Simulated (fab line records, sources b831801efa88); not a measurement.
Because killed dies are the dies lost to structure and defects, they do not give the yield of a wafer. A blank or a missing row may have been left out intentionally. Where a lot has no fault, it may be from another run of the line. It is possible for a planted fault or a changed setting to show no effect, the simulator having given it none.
One fault seen from 2 desks | flow gf180mcu | numbers are kept per desk, each desk with only its own; the story behind them comes last

## DESK OF THE TOOL OWNER: pecvd-01
The tool's own readings at GF_MIM_CVD_05 (deposits Si3N4, target thk 42 nm, time 29.086 s): means of the sampled wafers that have a number, for each lot that ran on this tool. Marked OUT: a lot whose mean sits more than 4 standard deviations from the usual mean, which makes it out of limits; the brackets give that distance.
Columns: A = heater_power_w at GF_MIM_CVD_05, usual 619 W
lot  | first seen here | A
L675 | day 25 10:08    | 627
L677 | day 26 07:23    | 653
L678 | day 26 15:53    | 663
L687 | day 29 14:28    | 694
L688 | day 29 16:33    | 594
This desk found nothing out of limits on any of the 5 lots.

## THE METROLOGY DESK
Lot by lot, what the gauges showed, no matter which tool ran the lot: averages of those sampled wafers that carry a number. Marked OUT: a lot whose mean sits more than 4 standard deviations from the usual mean, which makes it out of limits; the brackets give that distance.
Columns: A = V4_CVD_02_THK at GF_V4_THK_MEAS_03, usual 853 nm; B = MIM_CVD_05_THK at GF_MIM_THK_MEAS_06, usual 41.9 nm
lot  | first seen here | A   | B
L672 | day 23 19:35    | 850 | 42.1
L673 | day 24 06:20    | 845 | 41.5
L675 | day 24 10:11    | 852 | 41.7
L677 | day 25 08:14    | 855 | 41.2
L678 | day 25 16:40    | 854 | 41.9
L682 | day 26 22:10    | 843 | 42.1
L686 | day 28 08:34    | 863 | 41.5
L687 | day 28 16:28    | 852 | 45.0 (+5.2) OUT
L688 | day 28 19:16    | 850 | 45.0 (+5.2) OUT
L689 | day 28 23:21    | 858 | 42.1
L691 | day 29 17:35    | 849 | 42.2
L693 | day 29 23:01    | 851 | 41.8
Per this desk, out of limits: L687, L688; the first was L687, day 29 14:29 (MIM_CVD_05_THK at GF_MIM_THK_MEAS_06). L672, L673, L675, L677, L678, L682, L686, L689, L691, L693: within limits.

## ALL TOGETHER
On L687, L688, the metrology desk was in a position to raise an alarm at day 29 14:29.
Nothing out of limits was seen by the tool owner's desk.
The tool owner's desk has L687, L688 on record, within its limits.
The lots listed all ran GF_MIM_CVD_05 on pecvd-01.

## WHAT THE SIMULATOR HAD PUT IN
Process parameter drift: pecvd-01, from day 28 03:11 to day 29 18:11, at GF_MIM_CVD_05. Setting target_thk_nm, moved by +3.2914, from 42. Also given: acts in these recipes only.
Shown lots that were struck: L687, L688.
Time in hours between the start of the fault and the first out-of-limits reading at each desk: metrology desk, 35.
